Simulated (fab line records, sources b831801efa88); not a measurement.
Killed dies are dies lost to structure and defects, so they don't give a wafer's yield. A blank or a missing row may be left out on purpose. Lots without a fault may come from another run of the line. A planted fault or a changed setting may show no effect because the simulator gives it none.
fab line records | flow sky130
record lots=5 wafers=15 last_day=50
route steps=708 shown METAL4@637 VIA4@639 METAL5@661
lots that met no fault: from a run of the same line without faults
start_h: hours from the record's first day to the start of the lot's first wafer shown | wait_h: hours since the lot's step before | " the same as in the row above | L1.1+2: a row that stands for several wafers | - no value, or no start given | * or withheld: withheld | < > ~ a bound
route shown NAME@n: a module of which the file shows steps, and the number in the route of the first | usual: mean/standard deviation of fault-free wafers | same: alike in all rows | chamber/n: place in a boat | sites: the reading at each site | _std_site: their standard deviation | _edge_site: outer sites' mean less inner sites' | radius_mm: how far each site lies from the wafer's centre | mask NAME#n: copy n | behind: the tool/chamber that last shaped the wafer | hold: why the lot was held/for how many hours/how that ended | device: the transistor (n, p or np) that didn't switch | end of line: the same wafers' tests at the end of the route | a step without rows: its recipe alone | killed: dies lost to structure and defects at the first sort, not the wafer's yield | map: a wafer's dies, x killed, . not, _ none there
set.NAME: the setting as run; set.NAME@STEP: as run at that earlier step | model.NAME: the simulator's own value behind a step, which no gauge read
lots at some steps of the route; a table a step, a row a wafer
services: from which hour (start_h, from the record's first day; less than 0 if before it) a tool's chamber was out of use, for how many hours, and why
## steps
# step SKY_METAL4_CLEAN_21
# recipe chemistry=IPA time_s=180 temp_c=25
# columns lot.wafer tool chamber start_h wait_h
L079.1+2+5 wet_bench-01 1 1011.82 0.0
L082.1+3+4 wet_bench-04 2 1050.22 0.0
L087.2+4+6 wet_bench-04 1 1077.04 0.1
L094.1+5+6 wet_bench-03 1 1110.55 0.0
L096.1+4+5 wet_bench-03 0 1119.82 0.0
# step SKY_METAL4_CLEAN_22
# recipe chemistry=O3/DIW dry=n2_spin
# columns lot.wafer tool chamber start_h wait_h
L079.1+2+5 wet_bench-03 3 1011.87 0.0
L082.1+3+4 wet_bench-01 0 1050.30 0.0
L087.2+4+6 wet_bench-04 0 1077.11 0.0
L094.1+5+6 wet_bench-04 0 1110.67 0.0
L096.1+4+5 wet_bench-01 3 1119.94 0.0
# step SKY_VIA4_HDPCVD_00
# recipe material=SiO2 target_thk_nm=1750 sigma_open_frac=0.3 time_s=291.7 temp_c=400 sih4_flow_sccm=60 pressure_mtorr=6
# usual susceptor_temp_C=400.01/0.21
# columns lot.wafer tool chamber start_h wait_h susceptor_temp_C
L079.1 hdpcvd-02 2 1012.06 0.0 399.76
L079.2 " 0 " " 400.10
L079.5 " 0 " " 399.68
L082.1 hdpcvd-02 2 1050.39 0.0 400.09
L082.3 " 0 " " 400.12
L082.4 " 0 " " 400.03
L087.2 hdpcvd-01 2 1077.24 0.0 400.41
L087.4 " 0 " " 400.20
L087.6 " 2 " " 400.44
L094.1 hdpcvd-02 2 1110.76 0.0 400.23
L094.5 " 1 " " 400.52
L094.6 " 0 " " 399.90
L096.1 hdpcvd-02 2 1120.04 0.0 400.15
L096.4 " 1 " " 400.18
L096.5 " 2 " " 400.20
# step SKY_VIA4_THK_MEAS_01
# recipe reads=SiO2_of_VIA4_HDPCVD_00
# usual VIA4_HDPCVD_THK=1755/20
# columns lot.wafer tool chamber start_h wait_h VIA4_HDPCVD_THK[nm]
L079.1 film_metro-01 - 1012.24 0.1 1763
L079.2 " - " " 1755
L079.5 " - " " 1725
L082.1 film_metro-01 - 1050.57 0.1 1729
L082.3 " - " " 1743
L082.4 " - " " 1708
L087.2 film_metro-04 - 1077.43 0.1 1730
L087.4 " - " " 1768
L087.6 " - " " 1745
L094.1 film_metro-04 - 1110.94 0.1 1749
L094.5 " - " " 1741
L094.6 " - " " 1737
L096.1 film_metro-04 - 1120.22 0.1 1733
L096.4 " - " " 1714
L096.5 " - " " 1721
# step SKY_VIA4_CMP_02
# recipe material=SiO2 down_force_psi=4 platen_rpm=60 pad_velocity_m_s=0.94248
# usual motor_current_A=11.6/1
# columns lot.wafer tool chamber start_h wait_h motor_current_A
L079.1 cmp-02 2 1012.30 0.1 10.6
L079.2 " 1 " " 9.9
L079.5 " 2 " " 11.0
L082.1 cmp-02 1 1050.63 0.1 10.6
L082.4 " 2 " " 10.2
L082.3 " 3 " " 12.9
L087.4 cmp-02 1 1077.65 0.2 10.8
L087.2 " 2 " " 10.6
L087.6 " 0 " " 11.3
L094.1 cmp-02 2 1111.00 0.1 10.5
L094.6 " 2 " " 10.8
L094.5 " 3 " " 13.2
L096.4 cmp-01 1 1120.28 0.0 10.3
L096.1 " 0 " " 11.9
L096.5 " 1 " " 10.7
# step SKY_VIA4_BOW_MEAS_03
# recipe mode=bow
# usual VIA4_BOW=82/7
# columns lot.wafer tool chamber start_h wait_h VIA4_BOW[um]
L079.1 film_metro-04 - 1012.60 0.2 79
L079.2 " - " " 77
L079.5 " - " " 74
L082.1 film_metro-01 - 1050.93 0.2 92
L082.3 " - " " 86
L082.4 " - " " 86
L087.2 film_metro-02 - 1077.92 0.2 81
L087.4 " - " " 83
L087.6 " - " " 69
L094.1 film_metro-01 - 1111.30 0.2 87
L094.5 " - " " 86
L094.6 " - " " 95
L096.1 film_metro-04 - 1120.58 0.1 90
L096.4 " - " " 86
L096.5 " - " " 99
# step SKY_VIA4_DEHYDRATE_04
# recipe temp_c=200 time_s=60
# columns lot.wafer tool chamber start_h wait_h
L079.1+2+5 litho_track-01 0 1024.20 11.6
L082.1+3+4 litho_track-02 0 1060.72 9.8
L087.2+4+6 litho_track-02 0 1087.94 10.0
L094.1+5+6 litho_track-02 0 1120.47 9.2
L096.1+4+5 litho_track-01 0 1129.50 8.9
# step SKY_VIA4_HMDS_05
# recipe prime_time_s=60 prime_temp_c=120
# columns lot.wafer tool chamber start_h wait_h
L079.1+2+5 litho_track-01 0 1024.35 0.1
L082.1+3+4 litho_track-02 0 1060.87 0.1
L087.2+4+6 litho_track-02 0 1088.09 0.1
L094.1+5+6 litho_track-02 0 1120.62 0.1
L096.1+4+5 litho_track-01 0 1129.65 0.1
# step SKY_VIA4_COAT_06
# recipe resist=NOVOLAK spin_rpm=3000 resist_thk_nm=1140
# columns lot.wafer tool chamber start_h wait_h
L079.1+2+5 litho_track-01 0 1024.50 0.1
L082.1+3+4 litho_track-02 0 1061.02 0.1
L087.2+4+6 litho_track-02 0 1088.24 0.1
L094.1+5+6 litho_track-02 0 1120.77 0.1
L096.1+4+5 litho_track-01 0 1129.80 0.1
# step SKY_VIA4_SOFTBAKE_07
# recipe temp_c=90 time_s=60 resist=NOVOLAK
# columns lot.wafer tool chamber start_h wait_h
L079.1+2+5 litho_track-01 0 1024.65 0.1
L082.1+3+4 litho_track-02 0 1061.17 0.1
L087.2+4+6 litho_track-02 0 1088.39 0.1
L094.1+5+6 litho_track-02 0 1120.92 0.1
L096.1+4+5 litho_track-01 0 1129.95 0.1
# step SKY_VIA4_EXPOSE_08
# recipe mask_id=VIM4 na=0.6 source_shape=conventional sigma_outer=0.6 polarization=unpolarized target_cd_nm=800 dose_mj=132
# same na=0.6
# columns lot.wafer tool chamber start_h wait_h mask
L079.1+2+5 iline_stepper-01 0 - - VIM4#0
L082.1+3+4 iline_stepper-01 0 - - VIM4#0
L087.2+4+6 iline_stepper-01 0 - - VIM4#0
L094.1+5+6 iline_stepper-01 0 - - VIM4#0
L096.1+4+5 iline_stepper-02 0 - - VIM4#0
# step SKY_VIA4_PEB_09
# recipe temp_c=withheld time_s=* resist=NOVOLAK
# columns lot.wafer tool chamber start_h wait_h
L079.1+2+5 litho_track-02 0 - -
L082.1+3+4 litho_track-02 0 - -
L087.2+4+6 litho_track-02 0 - -
L094.1+5+6 litho_track-01 0 - -
L096.1+4+5 litho_track-01 0 - -
# step SKY_VIA4_DEVELOP_10
# recipe resist=NOVOLAK developer=TMAH develop_time_s=60 dev_temp_c=23
# columns lot.wafer tool chamber start_h wait_h
L079.1+2+5 litho_track-02 0 1035.22 0.1
L082.1+3+4 litho_track-02 0 1072.07 0.1
L087.2+4+6 litho_track-02 0 1098.34 0.1
L094.1+5+6 litho_track-01 0 1130.25 0.1
L096.1+4+5 litho_track-01 0 1139.80 0.1
# step SKY_VIA4_OVL_MEAS_11
# usual VIA4_OVL=-1.5/1.6
# columns lot.wafer tool chamber start_h wait_h VIA4_OVL[nm]
L079.1 overlay-02 - 1035.37 0.1 -1.8
L079.2 " - " " -1.3
L079.5 " - " " -0.4
L082.1 overlay-02 - 1072.22 0.1 -0.4
L082.3 " - " " -0.6
L082.4 " - " " -1.5
L087.2 overlay-01 - 1098.48 0.1 -1.7
L087.4 " - " " -3.6
L087.6 " - " " -0.8
L094.1 overlay-01 - 1130.40 0.1 0.3
L094.5 " - " " 0.7
L094.6 " - " " -0.9
L096.1 overlay-01 - 1139.95 0.1 -4.9
L096.4 " - " " -3.2
L096.5 " - " " -4.6
# step SKY_VIA4_ETCH_12
# recipe target=SiO2 chemistry=C4F8/O2/Ar stop_on=TiN mask_material=NOVOLAK source_w=1500 bias_w=1200 pressure_mtorr=40 c4f8_flow_sccm=withheld O2_flow_sccm=6 Ar_flow_sccm=300 time_s=withheld target_depth_a=5800
# usual oes_product_au=0.925/0.0047 rf_fwd_power_W=1491/5.3
# columns lot.wafer tool chamber start_h wait_h oes_product_au rf_fwd_power_W
L079.1 rie_diel-02 3 1035.40 0.0 0.936 1495
L079.2 " 2 " " 0.935 1492
L079.5 " 1 " " 0.926 1489
L082.1 rie_diel-02 3 1072.25 0.0 0.925 1488
L082.3 " 1 " " 0.926 1489
L082.4 " 2 " " 0.934 1500
L087.2 rie_diel-02 0 1098.51 0.0 0.924 1496
L087.4 " 2 " " 0.922 1492
L087.6 " 2 " " 0.927 1488
L094.1 rie_diel-04 0 1130.43 0.0 0.929 1484
L094.5 " 2 " " 0.924 1489
L094.6 " 1 " " 0.926 1493
L096.1 rie_diel-01 2 1139.98 0.0 0.927 1496
L096.4 " 1 " " 0.929 1484
L096.5 " 0 " " 0.921 1500
# step SKY_VIA4_STRIP_13
# recipe chemistry=O2/N2 power_w=1400 pressure_mtorr=1500 platen_temp_c=withheld o2_flow_sccm=3000 n2_flow_sccm=300 overash_fraction=0.5
# usual drypump_motor_current_A=5.5/0.48 oes_product_au=0.709/0.0044 strip_time_to_endpoint_s=12.81/0.031
# columns lot.wafer tool chamber start_h wait_h drypump_motor_current_A oes_product_au rf_hours_counter_h strip_time_to_endpoint_s
L079.1 plasma_asher-01 0 1035.48 - 5.5 0.720 94 12.78
L079.2 " 1 " " 5.5 0.711 94 12.81
L079.5 " 0 " " 5.5 0.706 - 12.78
L082.1 plasma_asher-02 1 1072.33 - 4.7 0.707 31 12.81
L082.3 " 0 " " 5.8 0.718 - 12.82
L082.4 " 1 " " 4.7 0.706 - 12.80
L087.2 plasma_asher-01 1 1098.58 - 5.5 0.715 100 12.79
L087.4 " 0 " " 5.4 0.715 - 12.83
L087.6 " 1 " " 5.5 0.713 - 12.82
L094.1 plasma_asher-01 1 1130.51 - 5.5 0.712 102 12.80
L094.5 " 1 " " 5.5 0.705 - 12.85
L094.6 " 0 " " 5.4 0.703 - 12.91
L096.1 plasma_asher-02 0 1140.06 - 5.8 0.705 38 12.77
L096.4 " 0 " " 5.8 0.702 - 12.81
L096.5 " 0 " " 5.8 0.715 - 12.84
# step SKY_VIA4_STRIP_14
# recipe chemistry=post_etch_residue_remover time_s=1200 temp_c=72.5
# columns lot.wafer tool chamber start_h wait_h
L079.1+2+5 wet_bench-04 0 1035.58 0.1
L082.1+3+4 wet_bench-01 0 1072.43 0.1
L087.2+4+6 wet_bench-01 2 1098.68 0.1
L094.1+5+6 wet_bench-01 3 1130.61 0.1
L096.1+4+5 wet_bench-04 3 1140.16 0.1
# step SKY_VIA4_CLEAN_15
# recipe chemistry=IPA time_s=180 temp_c=25
# columns lot.wafer tool chamber start_h wait_h
L079.1+2+5 wet_bench-02 1 1035.95 0.0
L082.1+3+4 wet_bench-02 3 1072.83 0.0
L087.2+4+6 wet_bench-01 3 1099.02 0.0
L094.1+5+6 wet_bench-01 1 1130.95 0.0
L096.1+4+5 wet_bench-01 0 1140.53 0.0
# step SKY_VIA4_CLEAN_16
# recipe chemistry=O3/DIW dry=n2_spin
# columns lot.wafer tool chamber start_h wait_h
L079.1+2+5 wet_bench-01 3 1036.07 0.0
L082.1+3+4 wet_bench-01 3 1072.90 0.0
L087.2+4+6 wet_bench-02 1 1099.08 0.0
L094.1+5+6 wet_bench-02 0 1131.01 0.0
L096.1+4+5 wet_bench-04 2 1140.59 0.0
# step SKY_VIA4_SPUTTER_17
# recipe material=TiN target_thk_nm=20 chamber_pressure_pa=5 power_w=4000 time_s=80
# usual throttle_valve_pct=30.0/0.63
# columns lot.wafer tool chamber start_h wait_h throttle_valve_pct
L079.1 pvd_sputter-01 - 1036.16 0.0 30.7
L079.2 " - " " 31.0
L079.5 " - " " 29.5
L082.1 pvd_sputter-03 - 1073.01 0.0 29.5
L082.3 " - " " 30.5
L082.4 " - " " 30.4
L087.2 pvd_sputter-02 - 1099.18 0.0 29.2
L087.4 " - " " 30.4
L087.6 " - " " 29.8
L094.1 pvd_sputter-02 - 1131.11 0.0 29.0
L094.5 " - " " 29.4
L094.6 " - " " 29.9
L096.1 pvd_sputter-02 - 1140.69 0.0 30.1
L096.4 " - " " 28.9
L096.5 " - " " 29.7
# step SKY_VIA4_CVD_18
# recipe material=W target_thk_nm=505 time_s=152.14 temp_c=400 pressure_torr=40
# usual heater_power_w=866/65 susceptor_temp_C=400.02/0.22
# columns lot.wafer tool chamber start_h wait_h heater_power_w susceptor_temp_C
L079.1 cvd_w-02 1 1036.22 0.0 896 399.96
L079.2 " 0 " " 902 399.92
L079.5 " 1 " " 891 400.03
L082.1 cvd_w-01 0 1073.07 0.0 817 400.01
L082.3 " 0 " " 816 399.74
L082.4 " 1 " " 762 399.54
L087.2 cvd_w-02 1 1099.24 0.0 899 400.03
L087.4 " 0 " " 913 399.55
L087.6 " 0 " " 925 399.51
L094.1 cvd_w-02 1 1131.17 0.0 896 400.47
L094.5 " 0 " " 900 400.08
L094.6 " 1 " " 881 400.42
L096.1 cvd_w-02 1 1140.75 0.0 865 399.86
L096.4 " 1 " " 875 399.93
L096.5 " 1 " " 883 399.71
# step SKY_VIA4_RS_MEAS_19
# recipe thk_meas_gauge=four-point-probe reads=W_of_VIA4_CVD_18+TiN_of_VIA4_SPUTTER_17
# usual VIA4_W_RS=0.2276/0.0022
# columns lot.wafer tool chamber start_h wait_h VIA4_W_RS[ohm/sq]
L079.1 film_metro-04 - 1036.37 0.1 0.2291
L079.2 " - " " 0.2267
L079.5 " - " " 0.2265
L082.1 film_metro-02 - 1073.22 0.1 0.2321
L082.3 " - " " 0.2273
L082.4 " - " " 0.2291
L087.2 film_metro-04 - 1099.41 0.1 0.2277
L087.4 " - " " 0.2273
L087.6 " - " " 0.2304
L094.1 film_metro-04 - 1131.32 0.1 0.2250
L094.5 " - " " 0.2283
L094.6 " - " " 0.2256
L096.1 film_metro-02 - 1141.05 0.3 0.2288
L096.4 " - " " 0.2281
L096.5 " - " " 0.2280
# step SKY_VIA4_THK_MEAS_20
# recipe thk_meas_gauge=xrf reads=W_of_VIA4_CVD_18
# usual VIA4_W_THK=505/7.7
# columns lot.wafer tool chamber start_h wait_h VIA4_W_THK[nm]
L079.1 film_metro-04 - 1036.49 0.1 505
L079.2 " - " " 510
L079.5 " - " " 511
L082.1 film_metro-02 - 1073.34 0.1 492
L082.3 " - " " 503
L082.4 " - " " 495
L087.2 film_metro-04 - 1099.52 0.1 510
L087.4 " - " " 508
L087.6 " - " " 502
L094.1 film_metro-04 - 1131.44 0.1 513
L094.5 " - " " 507
L094.6 " - " " 512
L096.1 film_metro-02 - 1141.17 0.1 501
L096.4 " - " " 499
L096.5 " - " " 502
# step SKY_VIA4_CMP_21
# recipe stop_on=SiO2 t_overpolish_s=25 down_force_psi=3.5 platen_rpm=60 target_thk_nm=0 pad_velocity_m_s=0.94248
# usual motor_current_A=10.6/0.97 overpolish_run_s=24.999/0.0093 time_to_endpoint_s=122/3.6
# columns lot.wafer tool chamber start_h wait_h motor_current_A overpolish_run_s time_to_endpoint_s
L079.2 cmp-02 2 1036.55 0.0 10.2 25.003 121
L079.1 " 0 " " 10.3 25.007 123
L079.5 " 2 " " 10.1 24.992 125
L082.1 cmp-02 2 1073.45 0.1 10.1 25.019 124
L082.3 " 3 " " 12.0 25.003 125
L082.4 " 0 " " 9.5 24.996 124
L087.4 cmp-02 0 1099.57 0.0 10.2 24.999 123
L087.2 " 1 " " 9.8 25.020 123
L087.6 " 0 " " 10.2 24.993 120
L094.1 cmp-01 0 1131.65 0.2 10.6 25.002 124
L094.5 " 1 " " 9.5 24.986 123
L094.6 " 2 " " 11.8 25.008 126
L096.1 cmp-01 1 1141.23 0.1 9.8 24.991 124
L096.4 " 0 " " 11.0 25.004 121
L096.5 " 1 " " 9.7 25.012 123
# step SKY_METAL5_SPUTTER_00
# recipe material=Ti target_thk_nm=15 power_w=3000 time_s=10 chamber_pressure_pa=0.4
# usual throttle_valve_pct=30.0/0.85
# columns lot.wafer tool chamber start_h wait_h throttle_valve_pct
L079.1 pvd_sputter-03 - 1036.85 0.1 29.6
L079.2 " - " " 30.2
L079.5 " - " " 30.6
L082.1 pvd_sputter-04 - 1073.70 0.2 30.1
L082.3 " - " " 31.5
L082.4 " - " " 28.6
L087.2 pvd_sputter-03 - 1099.87 0.2 29.5
L087.4 " - " " 30.3
L087.6 " - " " 29.5
L094.1 pvd_sputter-02 - 1131.80 0.1 29.8
L094.5 " - " " 30.4
L094.6 " - " " 29.7
L096.1 pvd_sputter-04 - 1141.53 0.2 31.5
L096.4 " - " " 29.4
L096.5 " - " " 31.9
# step SKY_METAL5_SPUTTER_01
# recipe material=TiN target_thk_nm=20 power_w=6500 time_s=16.7 chamber_pressure_pa=0.4
# usual throttle_valve_pct=30.0/0.85
# columns lot.wafer tool chamber start_h wait_h throttle_valve_pct
L079.1 pvd_sputter-03 - 1036.87 0.0 29.4
L079.2 " - " " 30.4
L079.5 " - " " 30.5
L082.1 pvd_sputter-04 - 1073.72 0.0 30.6
L082.3 " - " " 31.3
L082.4 " - " " 28.6
L087.2 pvd_sputter-03 - 1099.90 0.0 29.8
L087.4 " - " " 30.4
L087.6 " - " " 29.5
L094.1 pvd_sputter-02 - 1131.82 0.0 29.5
L094.5 " - " " 30.5
L094.6 " - " " 29.5
L096.1 pvd_sputter-04 - 1141.56 0.0 31.4
L096.4 " - " " 29.3
L096.5 " - " " 31.5
# step SKY_METAL5_SPUTTER_02
# recipe material=AlCu target_thk_nm=1150 power_w=10600 time_s=61.2 chamber_pressure_pa=0.4
# usual throttle_valve_pct=30.0/0.83
# columns lot.wafer tool chamber start_h wait_h throttle_valve_pct
L079.1 pvd_sputter-03 - 1036.90 0.0 29.5
L079.2 " - " " 30.4
L079.5 " - " " 30.5
L082.1 pvd_sputter-04 - 1073.75 0.0 30.4
L082.3 " - " " 31.2
L082.4 " - " " 28.5
L087.2 pvd_sputter-03 - 1099.92 0.0 29.3
L087.4 " - " " 30.6
L087.6 " - " " 29.6
L094.1 pvd_sputter-02 - 1131.85 0.0 29.4
L094.5 " - " " 30.4
L094.6 " - " " 29.9
L096.1 pvd_sputter-04 - 1141.59 0.0 31.5
L096.4 " - " " 29.5
L096.5 " - " " 31.3
# step SKY_METAL5_SPUTTER_03
# recipe material=Ti target_thk_nm=5 power_w=3000 time_s=3.3 chamber_pressure_pa=0.4
# usual throttle_valve_pct=30.0/0.85
# columns lot.wafer tool chamber start_h wait_h throttle_valve_pct
L079.1 pvd_sputter-03 - 1036.95 0.0 29.6
L079.2 " - " " 30.3
L079.5 " - " " 30.4
L082.1 pvd_sputter-04 - 1073.80 0.0 30.5
L082.3 " - " " 31.4
L082.4 " - " " 28.6
L087.2 pvd_sputter-03 - 1099.97 0.0 29.3
L087.4 " - " " 30.6
L087.6 " - " " 29.5
L094.1 pvd_sputter-02 - 1131.90 0.0 29.7
L094.5 " - " " 30.4
L094.6 " - " " 29.7
L096.1 pvd_sputter-04 - 1141.65 0.0 31.2
L096.4 " - " " 29.4
L096.5 " - " " 31.5
# step SKY_METAL5_SPUTTER_04
# recipe material=TiN target_thk_nm=70 power_w=6500 time_s=58.3 chamber_pressure_pa=0.4085
# usual throttle_valve_pct=30.0/0.84
# columns lot.wafer tool chamber start_h wait_h throttle_valve_pct
L079.1 pvd_sputter-03 - 1036.97 0.0 29.5
L079.2 " - " " 30.3
L079.5 " - " " 30.5
L082.1 pvd_sputter-04 - 1073.82 0.0 30.7
L082.3 " - " " 31.3
L082.4 " - " " 28.3
L087.2 pvd_sputter-03 - 1099.99 0.0 29.4
L087.4 " - " " 30.4
L087.6 " - " " 29.3
L094.1 pvd_sputter-02 - 1131.92 0.0 29.8
L094.5 " - " " 30.5
L094.6 " - " " 29.7
L096.1 pvd_sputter-04 - 1141.67 0.0 31.5
L096.4 " - " " 29.3
L096.5 " - " " 31.2
# step SKY_METAL5_RS_MEAS_05
# recipe thk_meas_gauge=four-point-probe reads=TiN_of_METAL5_SPUTTER_04+Ti_of_METAL5_SPUTTER_03+AlCu_of_METAL5_SPUTTER_02+TiN_of_METAL5_SPUTTER_01+Ti_of_METAL5_SPUTTER_00
# usual METAL5_ALCU_RS=0.02708/0.00023
# columns lot.wafer tool chamber start_h wait_h METAL5_ALCU_RS[ohm/sq]
L079.1 film_metro-03 - 1037.02 0.0 0.02701
L079.2 " - " " 0.02685
L079.5 " - " " 0.02689
L082.1 film_metro-04 - 1073.87 0.0 0.02681
L082.3 " - " " 0.02676
L082.4 " - " " 0.02681
L087.2 film_metro-02 - 1100.06 0.0 0.02675
L087.4 " - " " 0.0269
L087.6 " - " " 0.02693
L094.1 film_metro-04 - 1131.97 0.0 0.02677
L094.5 " - " " 0.02691
L094.6 " - " " 0.02703
L096.1 film_metro-03 - 1141.73 0.0 0.02711
L096.4 " - " " 0.02707
L096.5 " - " " 0.02694
# step SKY_METAL5_THK_MEAS_06
# recipe thk_meas_gauge=xrf reads=AlCu_of_METAL5_SPUTTER_02
# usual METAL5_ALCU_THK=1134/13
# columns lot.wafer tool chamber start_h wait_h METAL5_ALCU_THK[nm]
L079.1 film_metro-03 - 1037.14 0.1 1134
L079.2 " - " " 1140
L079.5 " - " " 1133
L082.1 film_metro-04 - 1073.99 0.1 1157
L082.3 " - " " 1159
L082.4 " - " " 1156
L087.2 film_metro-02 - 1100.17 0.1 1152
L087.4 " - " " 1139
L087.6 " - " " 1138
L094.1 film_metro-04 - 1132.09 0.1 1151
L094.5 " - " " 1145
L094.6 " - " " 1141
L096.1 film_metro-03 - 1141.85 0.1 1117
L096.4 " - " " 1124
L096.5 " - " " 1124
# step SKY_METAL5_DEHYDRATE_07
# recipe temp_c=200 time_s=60
# columns lot.wafer tool chamber start_h wait_h
L079.1+2+5 litho_track-01 0 1048.00 10.8
L082.1+3+4 litho_track-03 0 1083.55 9.6
L087.2+4+6 litho_track-01 0 1109.52 9.3
L094.1+5+6 litho_track-02 0 1141.17 9.1
L096.1+4+5 litho_track-01 0 1150.75 8.9
# step SKY_METAL5_HMDS_08
# recipe prime_time_s=60 prime_temp_c=120
# columns lot.wafer tool chamber start_h wait_h
L079.1+2+5 litho_track-01 0 1048.15 0.1
L082.1+3+4 litho_track-03 0 1083.70 0.1
L087.2+4+6 litho_track-01 0 1109.67 0.1
L094.1+5+6 litho_track-02 0 1141.32 0.1
L096.1+4+5 litho_track-01 0 1150.90 0.1
# step SKY_METAL5_COAT_09
# recipe resist=NOVOLAK spin_rpm=3000 resist_thk_nm=1800
# columns lot.wafer tool chamber start_h wait_h
L079.1+2+5 litho_track-01 0 1048.30 0.1
L082.1+3+4 litho_track-03 0 1083.85 0.1
L087.2+4+6 litho_track-01 0 1109.82 0.1
L094.1+5+6 litho_track-02 0 1141.47 0.1
L096.1+4+5 litho_track-01 0 1151.05 0.1
# step SKY_METAL5_SOFTBAKE_10
# recipe temp_c=90 time_s=60 resist=NOVOLAK
# columns lot.wafer tool chamber start_h wait_h
L079.1+2+5 litho_track-01 0 1048.45 0.1
L082.1+3+4 litho_track-03 0 1084.00 0.1
L087.2+4+6 litho_track-01 0 1109.97 0.1
L094.1+5+6 litho_track-02 0 1141.62 0.1
L096.1+4+5 litho_track-01 0 1151.20 0.1
# step SKY_METAL5_EXPOSE_11
# recipe mask_id=MM5 na=0.6 source_shape=conventional sigma_outer=0.6 polarization=unpolarized target_cd_nm=1600 dose_mj=190
# same na=0.6
# columns lot.wafer tool chamber start_h wait_h mask
L079.1+2+5 iline_stepper-02 0 - - MM5#0
L082.1+3+4 iline_stepper-02 0 - - MM5#0
L087.2+4+6 iline_stepper-02 0 - - MM5#0
L094.1+5+6 iline_stepper-01 0 - - MM5#0
L096.1+4+5 iline_stepper-01 0 - - MM5#0
# step SKY_METAL5_PEB_12
# recipe temp_c=withheld time_s=* resist=NOVOLAK
# columns lot.wafer tool chamber start_h wait_h
L079.1+2+5 litho_track-01 0 - -
L082.1+3+4 litho_track-01 0 - -
L087.2+4+6 litho_track-02 0 - -
L094.1+5+6 litho_track-02 0 - -
L096.1+4+5 litho_track-02 0 - -
# step SKY_METAL5_DEVELOP_13
# recipe resist=NOVOLAK developer=TMAH develop_time_s=60 dev_temp_c=23
# columns lot.wafer tool chamber start_h wait_h
L079.1+2+5 litho_track-01 0 1058.65 0.1
L082.1+3+4 litho_track-01 0 1094.40 0.1
L087.2+4+6 litho_track-02 0 1119.69 0.1
L094.1+5+6 litho_track-02 0 1150.92 0.1
L096.1+4+5 litho_track-02 0 1160.32 0.1
# step SKY_METAL5_DESCUM_14
# recipe chemistry=O2 source_power_w=150 bias_power_w=0 pressure_mtorr=10 temp_c=40 time_s=11
# usual drypump_motor_current_A=5.5/0.33 oes_product_au=1.002/0.0082 rf_fwd_power_W=147.1/0.88
# columns lot.wafer tool chamber start_h wait_h drypump_motor_current_A oes_product_au rf_fwd_power_W rf_hours_counter_h
L079.1 rie_metal-03 0 1058.80 0.1 5.5 0.997 146.8 13
L079.2 " 1 " " 5.2 1.013 147.5 9
L079.5 " 0 " " 5.5 0.994 146.0 -
L082.1 rie_metal-03 1 1094.55 0.1 5.2 1.005 147.2 11
L082.3 " 1 " " 5.2 1.015 147.3 -
L082.4 " 0 " " 5.5 0.988 146.1 -
L087.2 rie_metal-02 1 1119.82 0.1 5.0 1.012 147.4 10
L087.4 " 1 " " 5.1 0.995 147.8 -
L087.6 " 0 " " 6.0 1.000 146.8 -
L094.1 rie_metal-02 1 1151.07 0.1 5.1 0.996 148.1 13
L094.5 " 0 " " 5.9 1.004 145.8 -
L094.6 " 1 " " 5.1 0.992 147.9 -
L096.1 rie_metal-04 1 1160.47 0.1 5.9 1.013 148.5 7
L096.4 " 1 " " 6.0 1.004 148.9 -
L096.5 " 0 " " 5.8 1.000 146.7 -
# step SKY_METAL5_METAL_ETCH_15
# recipe target_depth_a=12600 stop_on=SiO2 over_etch_frac=0.2 time_s=252 chemistry=Cl2/BCl3 resist_sidewall_deg=86 pressure_mtorr=10 icp_w=900 bias_w=48.5 Cl2_flow_sccm=60 bcl3_flow_sccm=30
# usual bcl3_flow_sccm=30.02/0.086 drypump_motor_current_A=5.5/0.33 oes_product_au=0.895/0.0051 rf_fwd_power_W=897.3/2.9 throttle_valve_pct=22.264/0.0088
# columns lot.wafer tool chamber start_h wait_h bcl3_flow_sccm drypump_motor_current_A oes_product_au rf_fwd_power_W rf_hours_counter_h throttle_valve_pct
L079.1 rie_metal-03 0 1058.83 0.0 30.02 5.5 0.892 904.4 13 22.275
L079.2 " 1 " " 30.06 5.3 0.893 900.9 9 22.275
L079.5 " 0 " " 30.12 5.5 0.895 898.4 - 22.268
L082.1 rie_metal-03 1 1094.58 0.0 30.06 5.3 0.891 894.1 11 22.275
L082.3 " 1 " " 30.14 5.2 0.897 893.7 - 22.282
L082.4 " 0 " " 30.06 5.5 0.891 898.4 - 22.263
L087.2 rie_metal-02 1 1119.85 0.0 29.90 5.1 0.895 894.3 10 22.260
L087.4 " 1 " " 29.96 5.1 0.897 894.0 - 22.259
L087.6 " 0 " " 29.97 6.0 0.894 899.6 - 22.266
L094.1 rie_metal-02 1 1151.12 0.0 30.04 5.1 0.894 898.6 14 22.268
L094.5 " 0 " " 29.96 6.0 0.898 894.0 - 22.272
L094.6 " 1 " " 30.01 5.0 0.898 898.0 - 22.265
L096.1 rie_metal-04 1 1160.50 0.0 30.06 5.9 0.889 897.1 7 22.246
L096.4 " 1 " " 29.91 5.9 0.895 896.9 - 22.268
L096.5 " 0 " " 30.10 5.8 0.895 892.4 - 22.262
## services
# columns tool chamber start_h hours kind
iline_stepper-01 - 995.10 2.1 pm
hdpcvd-02 2 995.42 5.4 repair
cmp-01 - 1000.66 0.3 repair
plasma_asher-01 - 1015.50 2.8 pm
cmp-02 - 1021.85 4.3 pm
pvd_sputter-04 - 1022.30 8.8 repair
hdpcvd-02 - 1025.30 0.8 repair
rie_diel-02 - 1026.19 1.0 repair
iline_stepper-01 - 1029.43 1.7 pm
wet_bench-01 - 1030.81 2.3 repair
cmp-01 - 1039.16 4.1 pm
pvd_sputter-03 - 1043.46 8.3 repair
rie_metal-03 - 1051.94 2.8 pm
pvd_sputter-03 - 1057.40 3.3 repair
hdpcvd-02 - 1063.31 14.6 pm
iline_stepper-01 - 1063.89 5.5 repair
iline_stepper-02 - 1077.90 1.7 pm
plasma_asher-01 - 1078.17 1.4 repair
pvd_sputter-03 - 1081.73 0.7 repair
cmp-02 - 1084.28 4.0 pm
iline_stepper-02 - 1104.15 5.1 repair
iline_stepper-02 - 1123.81 4.4 pm
cmp-02 - 1137.78 0.5 repair
cvd_w-02 0 1139.64 9.4 repair
## key
fault none
